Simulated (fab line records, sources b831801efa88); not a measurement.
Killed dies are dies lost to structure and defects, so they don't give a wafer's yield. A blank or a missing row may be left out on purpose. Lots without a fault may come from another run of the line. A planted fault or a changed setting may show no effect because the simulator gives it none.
Which tool did it? | flow gf180mcu | 11 lots, 33 wafers sampled, at 6 steps of a route of 602

WHAT THE GAUGES READ, wafer by wafer
GF_M4_RS_MEAS_05: measures by four-point-probe. Usual: M4_ALCU_RS 0.0696 ohm/sq, standard deviation 0.00085.
lot  | measured     | on            | M4_ALCU_RS (ohm/sq)  | flag
L132 | day 22 14:08 | film_metro-03 | 0.0691 0.0701 0.0697 |
L133 | day 23 02:01 | film_metro-01 | 0.0696 0.0701 0.0697 |
L136 | day 23 19:43 | film_metro-03 | 0.0694 0.0684 0.0686 |
L137 | day 24 05:37 | film_metro-01 | 0.0698 0.0700 0.0702 |
L139 | day 25 00:33 | film_metro-01 | 0.0690 0.0688 0.0688 |
L141 | day 25 18:44 | film_metro-04 | 0.0682 0.0684 0.0684 |
L142 | day 26 04:56 | film_metro-01 | 0.0696 0.0693 0.0691 |
L147 | day 27 11:19 | film_metro-01 | 0.0692 0.0692 0.0689 |
L148 | day 27 22:02 | film_metro-03 | 0.0710 0.0711 0.0705 |
L151 | day 28 16:59 | film_metro-01 | 0.0722 0.0711 0.0699 |
L153 | day 29 09:12 | film_metro-03 | 0.0679 0.0693 0.0694 |

GF_V4_RS_MEAS_24: measures by four-point-probe. Usual: V4_W_RS 0.330 ohm/sq, standard deviation 0.0042.
lot  | measured     | on            | V4_W_RS (ohm/sq)  | flag
L132 | day 24 13:03 | film_metro-04 | 0.326 0.322 0.325 |
L133 | day 25 01:13 | film_metro-04 | 0.329 0.329 0.328 |
L136 | day 25 18:14 | film_metro-02 | 0.323 0.330 0.330 |
L137 | day 26 02:32 | film_metro-03 | 0.336 0.332 0.333 |
L139 | day 26 21:20 | film_metro-04 | 0.327 0.323 0.322 |
L141 | day 27 14:33 | film_metro-04 | 0.333 0.332 0.329 |
L142 | day 28 00:27 | film_metro-03 | 0.333 0.338 0.335 |
L147 | day 29 04:55 | film_metro-03 | 0.268 0.266 0.264 | OFF
L148 | day 29 15:47 | film_metro-02 | 0.272 0.271 0.269 | OFF
L151 | day 30 09:32 | film_metro-04 | 0.270 0.269 0.267 | OFF
L153 | day 31 01:30 | film_metro-04 | 0.334 0.332 0.329 |

GF_V4_THK_MEAS_25: measures by xrf. Usual: V4_W_THK 345 nm, standard deviation 5.
lot  | measured     | on            | V4_W_THK (nm) | flag
L132 | day 24 13:08 | film_metro-04 | 348 349 346   |
L133 | day 25 01:20 | film_metro-04 | 345 347 345   |
L136 | day 25 18:20 | film_metro-02 | 359 350 349   |
L137 | day 26 02:39 | film_metro-03 | 339 342 344   |
L139 | day 26 21:28 | film_metro-04 | 345 350 351   |
L141 | day 27 14:40 | film_metro-04 | 339 338 343   |
L142 | day 28 00:34 | film_metro-03 | 347 340 345   |
L147 | day 29 05:02 | film_metro-03 | 425 431 434   | OFF
L148 | day 29 15:54 | film_metro-02 | 412 413 417   | OFF
L151 | day 30 09:38 | film_metro-04 | 423 420 426   | OFF
L153 | day 31 01:37 | film_metro-04 | 347 345 350   |

WHICH TOOL RAN EACH LOT (tool, then ch and the chambers of the sampled wafers, then the start)
lot  | GF_V4_SPUTTER_21             | GF_V4_SPUTTER_22             | GF_V4_CVD_23
L132 | pvd_sputter-04, day 24 12:46 | pvd_sputter-04, day 24 12:50 | cvd_w-01 ch 0,1, day 24 12:55
L133 | pvd_sputter-02, day 25 00:59 | pvd_sputter-02, day 25 01:03 | cvd_w-01 ch 0,1, day 25 01:05
L136 | pvd_sputter-02, day 25 18:00 | pvd_sputter-02, day 25 18:04 | cvd_w-01 ch 0,1, day 25 18:06
L137 | pvd_sputter-03, day 26 02:18 | pvd_sputter-03, day 26 02:22 | cvd_w-02 ch 0,1, day 26 02:24
L139 | pvd_sputter-04, day 26 21:08 | pvd_sputter-04, day 26 21:11 | cvd_w-01 ch 0,1, day 26 21:14
L141 | pvd_sputter-02, day 27 14:20 | pvd_sputter-02, day 27 14:24 | cvd_w-02 ch 0,1, day 27 14:26
L142 | pvd_sputter-03, day 28 00:13 | pvd_sputter-03, day 28 00:17 | cvd_w-02 ch 0, day 28 00:19
L147 | pvd_sputter-03, day 29 04:43 | pvd_sputter-03, day 29 04:46 | cvd_w-02 ch 0,1, day 29 04:49
L148 | pvd_sputter-02, day 29 15:34 | pvd_sputter-02, day 29 15:38 | cvd_w-02 ch 0,1, day 29 15:40
L151 | pvd_sputter-04, day 30 09:17 | pvd_sputter-04, day 30 09:21 | cvd_w-02 ch 0,1, day 30 09:26
L153 | pvd_sputter-03, day 31 01:16 | pvd_sputter-03, day 31 01:20 | cvd_w-01 ch 0, day 31 01:22
- GF_V4_SPUTTER_21: material Ti, target thk 15 nm, time 80.02 s.
- GF_V4_SPUTTER_22: material TiN, target thk 10 nm, time 40 s.
- GF_V4_CVD_23: deposits W, target thk 350 nm, time 104.9 s.

WHAT THE TOOLS THEMSELVES READ (means of the sampled wafers that have a number; where no wafer has one, the mark that the record gives instead)
GF_V4_SPUTTER_21. Usual: throttle_valve_pct 29.8 %, standard deviation 0.89.
lot  | tool           | throttle_valve_pct (%) | flag
L132 | pvd_sputter-04 | 29.4                   |
L133 | pvd_sputter-02 | 30.2                   |
L136 | pvd_sputter-02 | 29.1                   |
L137 | pvd_sputter-03 | 29.4                   |
L139 | pvd_sputter-04 | 29.5                   |
L141 | pvd_sputter-02 | 30.5                   |
L142 | pvd_sputter-03 | 29.7                   |
L147 | pvd_sputter-03 | 29.5                   |
L148 | pvd_sputter-02 | 30.5                   |
L151 | pvd_sputter-04 | 29.7                   |
L153 | pvd_sputter-03 | 30.4                   |

GF_V4_SPUTTER_22. Usual: throttle_valve_pct 29.8 %, standard deviation 0.93.
lot  | tool           | throttle_valve_pct (%) | flag
L132 | pvd_sputter-04 | 29.4                   |
L133 | pvd_sputter-02 | 30.2                   |
L136 | pvd_sputter-02 | 29.3                   |
L137 | pvd_sputter-03 | 29.5                   |
L139 | pvd_sputter-04 | 29.6                   |
L141 | pvd_sputter-02 | 30.6                   |
L142 | pvd_sputter-03 | 29.9                   |
L147 | pvd_sputter-03 | 29.4                   |
L148 | pvd_sputter-02 | 30.6                   |
L151 | pvd_sputter-04 | 29.6                   |
L153 | pvd_sputter-03 | 30.2                   |

GF_V4_CVD_23. Usual: chamber_pressure_Torr 40.01 Torr, standard deviation 0.084; heater_power_w 864 W, standard deviation 39.
lot  | tool     | chamber_pressure_Torr (Torr) | heater_power_w (W) | flag
L132 | cvd_w-01 | 39.97                        | 862                |
L133 | cvd_w-01 | 40.04                        | 893                |
L136 | cvd_w-01 | 39.94                        | 853                |
L137 | cvd_w-02 | 40.06                        | 857                |
L139 | cvd_w-01 | 40.09                        | 901                |
L141 | cvd_w-02 | 39.98                        | 869                |
L142 | cvd_w-02 | 39.93                        | 824                |
L147 | cvd_w-02 | 60.23                        | 841                | OFF
L148 | cvd_w-02 | 60.30                        | 860                | OFF
L151 | cvd_w-02 | 60.17                        | 850                | OFF
L153 | cvd_w-01 | 40.04                        | 837                |

THE ANSWER, worked out from the rows above alone
Rule: a lot is off if the mean of its wafers that have a number lies more than 3 standard deviations from the usual mean. A lot without any number at a reading at which 4 lots or more have one is off too. The other lots that the step has rows for count as sound. The gauges are gone through in route order, then the tools' own readings, and for those a lot's mean is taken as printed above. The first step at which some lot is off is used, and at that step the reading that is off furthest; a lot without a number counts as furthest.
Off: L147, L148, L151, at GF_V4_RS_MEAS_24 (V4_W_RS).
A tool fits if, at a process step before that reading, it ran every lot that is off, and no sound lot after the first of them. The gauges at GF_V4_RS_MEAS_24 aren't tried: what is off there is off at GF_V4_CVD_23 too, on other tools, and a gauge's error can't cause that. One fits: cvd_w-02 at GF_V4_CVD_23. Its last sound lot is L142 (day 28 00:19), its first lot that is off L147 (day 29 04:49): a fault that began between those two fits.
The tool's own readings at GF_V4_CVD_23 bear it out: on the lots that are off they differ by more than 5 times the standard deviation of the sound lots' means. chamber_pressure_Torr reads 60.23 Torr there against 40.01 Torr on the sound lots.

WHAT THE SIMULATOR HAD PUT IN
Process parameter drift: cvd_w-02, from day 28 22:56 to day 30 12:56, at GF_V4_CVD_23. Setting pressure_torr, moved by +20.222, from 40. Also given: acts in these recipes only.
Lots struck among those shown: L147, L148, L151. The rule above found the same.
